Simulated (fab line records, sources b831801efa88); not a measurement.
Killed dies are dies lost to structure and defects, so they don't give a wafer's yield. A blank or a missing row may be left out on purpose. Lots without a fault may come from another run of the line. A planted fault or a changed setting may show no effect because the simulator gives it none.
fab line records | flow sky130
record lots=6 wafers=16 last_day=50
route steps=708 shown METAL2@506 VIA2@507
lots that met no fault: from a run of the same line without faults
start_h: hours from the record's first day to the start of the lot's first wafer shown | wait_h: hours since the lot's step before | " the same as in the row above | L1.1+2: a row that stands for several wafers | - no value, or no start given | * or withheld: withheld | < > ~ a bound
route shown NAME@n: a module of which the file shows steps, and the number in the route of the first | usual: mean/standard deviation of fault-free wafers | same: alike in all rows | chamber/n: place in a boat | sites: the reading at each site | _std_site: their standard deviation | _edge_site: outer sites' mean less inner sites' | radius_mm: how far each site lies from the wafer's centre | mask NAME#n: copy n | behind: the tool/chamber that last shaped the wafer | hold: why the lot was held/for how many hours/how that ended | device: the transistor (n, p or np) that didn't switch | end of line: the same wafers' tests at the end of the route | a step without rows: its recipe alone | killed: dies lost to structure and defects at the first sort, not the wafer's yield | map: a wafer's dies, x killed, . not, _ none there
set.NAME: the setting as run; set.NAME@STEP: as run at that earlier step | model.NAME: the simulator's own value behind a step, which no gauge read
lots at some steps of the route; a table a step, a row a wafer
services: from which hour (start_h, from the record's first day; less than 0 if before it) a tool's chamber was out of use, for how many hours, and why
## steps
# step SKY_METAL2_CLEAN_23
# recipe chemistry=O3/DIW dry=n2_spin
# step SKY_VIA2_HDPCVD_00
# recipe material=SiO2 target_thk_nm=1180 sigma_open_frac=0.3 time_s=196.7 temp_c=400 sih4_flow_sccm=60 pressure_mtorr=6
# step SKY_VIA2_THK_MEAS_01
# recipe reads=SiO2_of_VIA2_HDPCVD_00
# usual VIA2_HDPCVD_THK=1181/11
# columns lot.wafer tool chamber start_h wait_h VIA2_HDPCVD_THK[nm]
L593.2 film_metro-04 - 844.93 0.1 1173
L593.4 " - " " 1165
L593.6 " - " " 1166
L601.1 film_metro-04 - 905.41 0.1 1187
L601.5 " - " " 1198
L601.6 " - " " 1186
L606.1 film_metro-02 - 942.84 0.1 1196
L606.6 " - " " 1198
L607.2 film_metro-04 - 949.20 0.1 1205
L607.5 " - " " 1191
L610.2 film_metro-01 - 968.66 0.1 1174
L610.5 " - " " 1175
L610.6 " - " " 1167
L611.1 film_metro-02 - 976.84 0.1 1187
L611.2 " - " " 1175
L611.3 " - " " 1189
# step SKY_VIA2_CMP_02
# recipe material=SiO2 down_force_psi=4 platen_rpm=60 pad_velocity_m_s=0.94248
# usual motor_current_A=12.5/0.96 slurry_flow_ml_min=150.0/0.41
# columns lot.wafer tool chamber start_h wait_h motor_current_A slurry_flow_ml_min
L593.4 cmp-02 2 845.03 0.1 14.0 150.0
L593.2 " 0 " " 10.9 150.0
L593.6 " 2 " " 14.2 150.2
L601.1 cmp-01 0 905.47 0.1 13.6 150.4
L601.6 " 0 " " 13.1 150.0
L601.5 " 1 " " 13.0 149.7
L606.1 cmp-01 0 943.08 0.2 13.9 150.6
L606.6 " 0 " " 13.0 149.8
L607.2 cmp-02 3 949.25 0.0 13.0 150.1
L607.5 " 0 " " 11.6 150.7
L610.2 cmp-02 0 968.81 0.1 11.4 150.2
L610.6 " 2 " " 13.3 150.5
L610.5 " 3 " " 13.1 151.1
L611.3 cmp-02 0 976.90 0.0 11.8 149.8
L611.2 " 1 " " 11.7 150.3
L611.1 " 2 " " 14.6 149.8
# step SKY_VIA2_BOW_MEAS_03
# recipe mode=bow
# usual VIA2_BOW=86/7.1
# columns lot.wafer tool chamber start_h wait_h VIA2_BOW[um]
L593.2 film_metro-01 - 845.30 0.1 99
L593.4 " - " " 90
L593.6 " - " " 92
L601.1 film_metro-04 - 905.77 0.2 82
L601.5 " - " " 79
L601.6 " - " " 89
L606.1 film_metro-02 - 943.33 0.2 78
L606.6 " - " " 92
L607.2 film_metro-04 - 949.57 0.3 75
L607.5 " - " " 86
L610.2 film_metro-02 - 969.03 0.2 89
L610.5 " - " " 90
L610.6 " - " " 92
L611.1 film_metro-02 - 977.20 0.1 91
L611.2 " - " " 99
L611.3 " - " " 88
# step SKY_VIA2_DEHYDRATE_04
# recipe temp_c=200 time_s=60
# step SKY_VIA2_HMDS_05
# recipe prime_time_s=60 prime_temp_c=120
# step SKY_VIA2_COAT_06
# recipe resist=BARC temp_c=withheld time_s=withheld spin_rpm=3000 resist_thk_nm=60
# step SKY_VIA2_COAT_07
# recipe resist=KrF-thick spin_rpm=3000 resist_thk_nm=450
# step SKY_VIA2_SOFTBAKE_08
# recipe temp_c=100 time_s=90 resist=KrF-thick
# step SKY_VIA2_EXPOSE_09
# recipe mask_id=VIM2 na=0.8 source_shape=annular sigma_inner=0.55 sigma_outer=0.85 target_cd_nm=200 dose_mj=38
# step SKY_VIA2_PEB_10
# recipe peb_temp_c=withheld peb_time_s=withheld resist=KrF-thick
# step SKY_VIA2_DEVELOP_11
# recipe develop_time_s=60 resist=KrF-thick dev_temp_c=21
# usual developer_temp_C=20.99/0.11
# columns lot.wafer tool chamber start_h wait_h developer_temp_C
L593.2 litho_track-01 0 871 - 21.09
L593.4 " 0 " " 21.05
L593.6 " 0 " " 20.86
L601.1 litho_track-01 0 930 - 20.83
L601.5 " 0 " " 21.07
L601.6 " 0 " " 20.92
L606.1 litho_track-01 0 967 - 20.93
L606.6 " 0 " " 20.95
L607.2 litho_track-01 0 973 - 21.02
L607.5 " 0 " " 20.82
L610.2 litho_track-03 0 992 - 21.06
L610.5 " 0 " " 21.00
L610.6 " 0 " " 20.74
L611.1 litho_track-03 0 1000 - 21.01
L611.2 " 0 " " 21.02
L611.3 " 0 " " 20.93
# step SKY_VIA2_CD_MEAS_12
# recipe target_cd_nm=200
# usual cd_nm=200.3/1.4
# columns lot.wafer tool chamber start_h wait_h cd_nm
L593.2 cd_sem-01 - 871.29 - 199.7
L593.4 " - " " 200.9
L593.6 " - " " 201.2
L601.1 cd_sem-01 - 930.57 - 202.2
L601.5 " - " " 202.6
L601.6 " - " " 201.2
L606.1 cd_sem-02 - 967.37 - 195.1
L606.6 " - " " 201.9
L607.2 cd_sem-01 - 973.84 - 195.4
L607.5 " - " " 198.5
L610.2 cd_sem-01 - 992.75 - 201.6
L610.5 " - " " 201.3
L610.6 " - " " 201.9
L611.1 cd_sem-01 - 1000.88 - 196.8
L611.2 " - " " 196.5
L611.3 " - " " 198.0
# step SKY_VIA2_OVL_MEAS_13
# usual VIA2_OVL=3/5.5
# columns lot.wafer tool chamber start_h wait_h VIA2_OVL[nm]
L593.2 overlay-01 - 871.40 0.1 8
L593.4 " - " " 10
L593.6 " - " " 5
L601.1 overlay-01 - 930.69 0.1 -2
L601.5 " - " " 7
L601.6 " - " " 3
L606.1 overlay-01 - 967.49 0.1 -2
L606.6 " - " " 5
L607.2 overlay-01 - 973.95 0.1 3
L607.5 " - " " 5
L610.2 overlay-01 - 992.86 0.1 -3
L610.5 " - " " 7
L610.6 " - " " 4
L611.1 overlay-02 - 1001.00 0.1 5
L611.2 " - " " -1
L611.3 " - " " 1
# step SKY_VIA2_ETCH_14
# recipe chemistry=N2/H2 target=BARC ion_energy_ev=200 source_w=500 bias_w=100 pressure_mtorr=30 n2_flow_sccm=100 h2_flow_sccm=200 stop_on=SiO2 time_s=45.9 target_depth_a=600
# usual bias_w=100.0/0.3 drypump_motor_current_A=5.9/0.52 oes_product_au=0.854/0.0044 throttle_valve_pct=13.225/0.01
# columns lot.wafer tool chamber start_h wait_h bias_w drypump_motor_current_A oes_product_au rf_hours_counter_h throttle_valve_pct model.VIA2.cd_nm
L593.2 rie_diel-01 2 871.43 0.0 100.1 6.2 0.856 7 13.214 199.4
L593.4 " 1 " " 100.3 5.4 0.853 12 13.222 200.7
L593.6 " 1 " " 99.7 5.4 0.850 - 13.239 200.2
L601.1 rie_diel-01 0 930.73 0.0 100.2 6.2 0.856 2 13.234 202.6
L601.5 " 2 " " 100.3 6.2 0.863 - 13.208 202.2
L601.6 " 1 " " 99.6 5.4 0.854 - 13.231 201.7
L606.1 rie_diel-01 0 967.53 0.0 100.0 6.2 0.859 3 13.220 195.8
L606.6 " 3 " " 100.3 6.4 0.858 - 13.229 201.6
L607.2 rie_diel-03 3 973.98 0.0 100.0 5.9 0.855 7 13.229 195.1
L607.5 " 0 " " 100.1 4.8 0.854 - 13.214 198.8
L610.2 rie_diel-04 0 992.89 0.0 100.2 6.4 0.856 10 13.225 201.8
L610.5 " 3 " " 99.5 6.7 0.855 - 13.214 201.4
L610.6 " 0 " " 100.4 6.4 0.859 - 13.220 202.6
L611.1 rie_diel-03 2 1001.04 0.0 100.3 6.0 0.853 8 13.217 196.9
L611.2 " 3 " " 100.1 5.9 0.852 7 13.240 196
L611.3 " 1 " " 100.0 5.7 0.852 18 13.230 198.3
# step SKY_VIA2_ETCH_15
# recipe target=SiO2 chemistry=C4F8/O2/Ar target_depth_nm=546 stop_on=TiN mask_material=KrF-thick source_w=1500 bias_w=1200 pressure_mtorr=40 c4f8_flow_sccm=withheld O2_flow_sccm=6 Ar_flow_sccm=300 time_s=84
# usual bias_w=1199/3.3 oes_product_au=0.939/0.0049
# columns lot.wafer tool chamber start_h wait_h bias_w oes_product_au rf_hours_counter_h model.VIA2.cd_nm
L593.2 rie_diel-01 2 871.47 0.0 1197 0.946 7 198.1
L593.4 " 1 " " 1196 0.940 12 203.1
L593.6 " 1 " " 1201 0.935 - 203.2
L601.1 rie_diel-01 0 930.77 0.0 1202 0.935 2 203.4
L601.5 " 2 " " 1203 0.925 - 199.2
L601.6 " 1 " " 1208 0.942 - 201.6
L606.1 rie_diel-01 0 967.57 0.0 1201 0.946 3 197.3
L606.6 " 3 " " 1203 0.939 - 203.1
L607.2 rie_diel-03 3 974.02 0.0 1201 0.944 7 196.6
L607.5 " 0 " " 1208 0.946 - 204.7
L610.2 rie_diel-04 0 992.93 0.0 1201 0.939 10 202.5
L610.5 " 3 " " 1199 0.946 - 203.7
L610.6 " 0 " " 1209 0.941 - 202.5
L611.1 rie_diel-03 2 1001.08 0.0 1198 0.939 8 198.4
L611.2 " 3 " " 1203 0.939 7 195
L611.3 " 1 " " 1195 0.937 18 197.1
# step SKY_VIA2_STRIP_16
# recipe chemistry=O2/N2 power_w=1400 pressure_mtorr=1500 platen_temp_c=withheld o2_flow_sccm=3000 n2_flow_sccm=300 overash_fraction=0.5
# usual drypump_motor_current_A=6.0/0.49 oes_product_au=0.398/0.0049 strip_time_to_endpoint_s=4.051/0.024
# columns lot.wafer tool chamber start_h wait_h drypump_motor_current_A oes_product_au rf_hours_counter_h strip_time_to_endpoint_s
L593.2 plasma_asher-02 1 871.53 0.0 5.4 0.396 13 4.081
L593.4 " 1 " " 5.4 0.393 - 4.071
L593.6 " 0 " " 5.6 0.397 - 4.118
L601.1 plasma_asher-03 0 930.83 0.0 6.7 0.407 77 4.023
L601.5 " 0 " " 6.7 0.392 - 4.021
L601.6 " 1 " " 5.9 0.402 - 4.057
L606.1 plasma_asher-03 1 967.63 0.0 5.9 0.395 81 4.050
L606.6 " 0 " " 6.7 0.387 - 4.070
L607.2 plasma_asher-02 0 974.08 0.0 5.6 0.404 23 4.081
L607.5 " 1 " " 5.4 0.392 - 4.044
L610.2 plasma_asher-03 0 992.99 0.0 6.7 0.400 83 4.056
L610.5 " 0 " " 6.7 0.389 - 4.028
L610.6 " 1 " " 5.9 0.402 - 4.071
L611.1 plasma_asher-03 1 1001.14 0.0 5.9 0.396 84 4.032
L611.2 " 0 " " 6.7 0.399 84 4.091
L611.3 " 1 " " 5.9 0.391 - 4.043
## services
# columns tool chamber start_h hours kind
cmp-02 - 824.61 0.4 repair
cmp-02 - 826.13 1.7 repair
rie_diel-01 0 838.88 2.8 repair
cmp-01 - 840.58 1.3 repair
cmp-01 - 840.75 2.0 repair
rie_diel-04 3 854.77 7.2 repair
cmp-02 - 858.63 2.8 repair
rie_diel-03 - 867.89 2.8 pm
rie_diel-03 3 879.13 7.8 repair
cmp-02 - 879.40 0.7 repair
rie_diel-03 2 881.40 19.5 repair
cmp-02 - 885.99 1.0 repair
rie_diel-01 3 898.44 33.1 repair
rie_diel-04 - 905.35 0.6 repair
cmp-02 - 912.29 4.0 pm
rie_diel-03 1 927.38 10.7 repair
rie_diel-01 2 936.08 7.8 repair
rie_diel-04 - 936.89 0.9 repair
cmp-02 - 957.93 1.7 repair
cmp-02 - 958.45 1.7 repair
rie_diel-01 2 966.85 1.8 repair
rie_diel-03 - 979.83 14.6 pm
cmp-02 - 982.22 1.4 repair
cmp-02 - 985.74 4.4 pm
## key
first_sign step=SKY_VIA2_CD_MEAS_12 reading=cd_nm direction=down sigmas=3.6 usual=200.3 struck=195.3
effect none on later readings
model_effect step=SKY_VIA2_ETCH_14 value=VIA2.cd_nm without=199.7 struck=195.4
model_effect step=SKY_VIA2_ETCH_15 value=VIA2.cd_nm without=201.2 struck=197
met_at SKY_VIA2_DEVELOP_11
struck_wafers L606.1,L607.2
onset_between 930 967
fault kind=process_parameter_drift tool=litho_track-01 chamber=- onset_h=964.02 steps=SKY_VIA2_DEVELOP_11 channel=develop_time_s offset=* shape=step end_h=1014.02 scope=struck_wafers_only acts_in=* stated=*
